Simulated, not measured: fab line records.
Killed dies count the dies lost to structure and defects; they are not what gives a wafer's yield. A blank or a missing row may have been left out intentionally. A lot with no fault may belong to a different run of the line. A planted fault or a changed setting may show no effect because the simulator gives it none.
Problem report in the 8D (eight disciplines) form, filled by code :: flow gf180mcu :: the parts of the form that need people (team, actions taken, sign-off) are left out

## 1. PROBLEM STATEMENT
Wafers without a fault read 23.00 C, standard deviation 0.091; developerTempC at GF_HV_LDD_DEVELOP_30 reads a mean of 23.84 C on 6 wafers belonging to 2 lots. Relative to the usual mean, that is a shift of +9.3 standard deviations.
The step: develop time 60 s.
First observed at day 14 07:46: wafer L353.3, on lithoTrack-03. The record holds 42 wafers of 14 lots with a number at this step. Rule for "out", or "out of limits": more than 4 standard deviations from the usual mean. All remaining wafers that have a number are taken as sound.

## 2. WHAT IT IS, AND WHAT IT ISN'T
question: which readings at this step
is: developerTempC
is not: -

question: which lots
is: L353, L354
is not: L345, L347, L351, L356, L357, L360, L362, L363, L364, L365, L366, L368

question: which wafers of those lots
is: all that have a number
is not: -

question: read on which tools
is: lithoTrack-03
is not: lithoTrack-02, lithoTrack-04

question: when
is: from day 14 07:46
is not: up to then (9 sound wafers); but 27 sound wafers of L356, L357, L360, L362, L363, L364, L365, L366, L368 came after

## 3. SUSPECTS, AND WHAT RULES EACH OUT
Counting: a tool at a process step up to the reading stays a suspect if it ran every lot that is out and no sound lot after the first of them.
- lithoTrack-03 at GF_HV_LDD_DEVELOP_30 (develop time 60 s): ruled out as a lasting fault. Sound lots L364 ran on it after its first lot that is out, L353 (day 14 07:46).
Left after counting: nothing in the record.

## 4. THE CAUSE (what the simulator had put in)
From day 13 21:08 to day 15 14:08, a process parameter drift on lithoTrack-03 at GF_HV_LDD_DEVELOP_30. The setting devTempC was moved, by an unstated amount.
Counting ruled it out, wrongly.

## 5. THE EFFECT CHAIN, in route order
Rows list readings where the struck wafers' mean (over those with a number) sits beyond 3 standard deviations from the usual. Readings are gone through only where the record gives a usual standard deviation; hours: the median, over the lots, of the time from a lot's start at the first step in this table giving one to that lot's start at this step; sigmas: the change measured in usual standard deviations.
hours: 0
step: GF_HV_LDD_DEVELOP_30
reading: developerTempC
usual: 23.00 C
on struck wafers: 23.84
change: +0.84
sigmas: +9.3
The process steps in it:
- GF_HV_LDD_DEVELOP_30: develop time 60 s.

## 6. WHAT WOULD HAVE CAUGHT IT SOONER
The fault began at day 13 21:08; the first out-of-limits reading in this record came at day 14 07:46, 11 hours later.
